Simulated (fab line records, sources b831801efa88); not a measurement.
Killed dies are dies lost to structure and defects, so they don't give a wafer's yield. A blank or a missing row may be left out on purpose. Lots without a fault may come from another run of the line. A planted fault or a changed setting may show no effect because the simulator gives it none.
fab line records | flow sfq_line
record lots=14 wafers=42 last_day=84
route steps=325 shown A5B@210
lots that met no fault: from a run of the same line without faults
start_h: hours from the record's first day to the start of the lot's first wafer shown | wait_h: hours since the lot's step before | " the same as in the row above | L1.1+2: a row that stands for several wafers | - no value, or no start given | * or withheld: withheld | < > ~ a bound
route shown NAME@n: a module of which the file shows steps, and the number in the route of the first | usual: mean/standard deviation of fault-free wafers | same: alike in all rows | chamber/n: place in a boat | sites: the reading at each site | _std_site: their standard deviation | _edge_site: outer sites' mean less inner sites' | radius_mm: how far each site lies from the wafer's centre | mask NAME#n: copy n | behind: the tool/chamber that last shaped the wafer | hold: why the lot was held/for how many hours/how that ended | device: the transistor (n, p or np) that didn't switch | end of line: the same wafers' tests at the end of the route | a step without rows: its recipe alone | killed: dies lost to structure and defects at the first sort, not the wafer's yield | map: a wafer's dies, x killed, . not, _ none there
set.NAME: the setting as run; set.NAME@STEP: as run at that earlier step | model.NAME: the simulator's own value behind a step, which no gauge read
steps of the route over a sample of lots; a table a step, a row a wafer
services: from which hour (start_h, from the record's first day; less than 0 if before it) a tool's chamber was out of use, for how many hours, and why
## steps
# step SFQ_TRILAYER_A5B_CMP_CMP_130
# recipe stop_on=Nb down_force_psi=3 platen_rpm=60 target_thk_nm=340.7
# usual head_pressure_psi=3.001/0.006 motor_current_A=10.2/1.1
# columns lot.wafer tool chamber start_h wait_h head_pressure_psi motor_current_A
L285.2 cmp-01 2 1128.60 15.5 3.001 8.6
L285.6 " 2 1130.60 17.4 2.995 8.6
L285.5 " 3 " " 3.008 10.1
L286.1 cmp-01 0 1140.60 8.3 3.006 12.1
L286.2 " 2 1141.60 9.3 3.005 8.4
L286.4 " 3 " " 2.996 9.9
L289.4 cmp-01 0 1170.92 2.5 3.001 11.4
L289.5 " 1 " " 3.005 9.6
L289.6 " 2 " " 3.005 8.6
L291.3 cmp-01 2 1176.78 0.0 3.000 8.5
L291.6 " 2 1178.78 2.0 2.999 8.6
L291.5 " 3 " " 3.005 9.4
L294.3 cmp-01 0 1242.58 0.5 3.009 11.9
L294.6 " 3 1244.08 2.0 3.004 10.2
L294.5 " 0 " " 3.011 12.0
L297.3 cmp-01 2 1266.20 0.0 2.470 7.4
L297.4 " 3 " " 2.462 8.6
L297.2 " 1 1267.70 1.5 2.465 8.5
L300.4 cmp-01 0 1289.20 2.1 2.460 10.5
L300.3 " 1 " " 2.459 8.7
L300.6 " 0 1291.20 4.1 2.466 10.2
L302.2 cmp-01 1 1359.14 0.0 2.992 9.9
L302.4 " 2 " " 3.004 8.5
L302.6 " 1 1361.14 2.0 3.014 9.3
L303.3 cmp-02 1 1367.90 2.8 3.005 10.9
L303.4 " 3 1368.90 3.7 3.004 9.9
L303.6 " 2 1370.40 5.2 3.002 10.9
L304.4 cmp-02 0 1394.90 8.1 2.997 11.0
L304.5 " 0 1396.90 10.1 3.004 11.0
L304.6 " 1 " " 3.001 10.7
L305.1 cmp-02 0 1398.90 10.9 3.004 11.0
L305.6 " 2 1399.90 11.9 2.999 11.3
L305.5 " 3 " " 2.988 10.7
L306.4 cmp-02 1 1401.40 10.2 2.992 10.9
L306.2 " 2 " " 3.002 11.8
L306.5 " 1 1403.40 12.2 3.002 10.4
L307.3 cmp-01 1 1412.57 8.3 3.007 9.9
L307.2 " 3 1413.57 9.3 3.006 9.9
L307.5 " 1 1414.57 10.2 2.993 9.5
L308.1 cmp-02 1 1413.40 6.7 3.009 10.8
L308.4 " 2 " " 3.004 11.6
L308.5 " 1 1415.40 8.7 3.006 10.2
## services
# columns tool chamber start_h hours kind
cmp-01 - 1156.54 0.3 repair
cmp-02 - 1189.10 0.5 repair
cmp-01 - 1195.59 1.4 repair
cmp-02 - 1206.67 5.7 pm
cmp-02 - 1253.65 4.0 pm
cmp-02 - 1257.65 - consumable_replace:conditioner
cmp-02 - 1257.65 - consumable_replace:pad
cmp-02 - 1307.89 10.9 pm
cmp-02 - 1345.10 6.8 pm
cmp-01 - 1379.75 2.3 repair
cmp-02 - 1389.34 0.2 repair
cmp-02 - 1404.65 1.5 repair
## key
first_sign step=SFQ_TRILAYER_A5B_CMP_CMP_130 reading=head_pressure_psi direction=down sigmas=90 usual=3.001 struck=2.464
effect none on later readings
met_at SFQ_TRILAYER_A5B_CMP_CMP_130
struck_lots L297,L300
onset_between 1242.58 1266.20
fault kind=process_parameter_drift tool=cmp-01 chamber=- onset_h=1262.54 steps=SFQ_TRILAYER_A5B_CMP_CMP_130 channel=down_force_psi offset=-0.5383 shape=step end_h=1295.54 acts_in=these_recipes_only stated=3
